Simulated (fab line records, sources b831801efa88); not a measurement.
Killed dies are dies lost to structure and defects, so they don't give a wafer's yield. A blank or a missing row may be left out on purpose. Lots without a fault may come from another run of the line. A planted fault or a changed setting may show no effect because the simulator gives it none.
Which tool did it? | flow gf180mcu | 7 lots, 21 wafers sampled, at 1 step of a route of 602

WHAT THE GAUGES READ, wafer by wafer
GF_V2_OVL_MEAS_15.
lot  | measured     | on         | V2_OVL (nm)
L126 | day 21 11:30 | overlay-01 | 2 4 2
L130 | day 22 16:05 | overlay-01 | 7 5 2
L133 | day 23 14:56 | overlay-01 | 7 -3 2
L135 | day 24 09:18 | overlay-01 | 1 -2 -4
L141 | day 26 07:08 | overlay-01 | 0 -2 7
L143 | day 26 22:23 | overlay-02 | -8 -8 -5
L146 | day 27 14:02 | overlay-01 | 11 7 4

WHICH TOOL RAN EACH LOT (tool, then ch and the chambers of the sampled wafers, then the start)
The record holds no process step before these readings.

THE ANSWER, worked out from the rows above alone
Rule: what is usual is taken from the lots themselves. Put in order of their means at a reading, lots are off if they are a third of the lots or fewer, leave a main group of 4 or more, and stand apart from it by a gap of 3 or more times the standard deviation of the main group's means; of several such gaps the widest counts. A main group whose means are all the same, to the digits that the tables above print for the reading, isn't used. A lot without any number at a reading at which 4 lots or more have one is off too. The other lots that the step has rows for count as sound.
No lot is off at any reading shown: from this, nothing can be told.

WHAT THE SIMULATOR HAD PUT IN
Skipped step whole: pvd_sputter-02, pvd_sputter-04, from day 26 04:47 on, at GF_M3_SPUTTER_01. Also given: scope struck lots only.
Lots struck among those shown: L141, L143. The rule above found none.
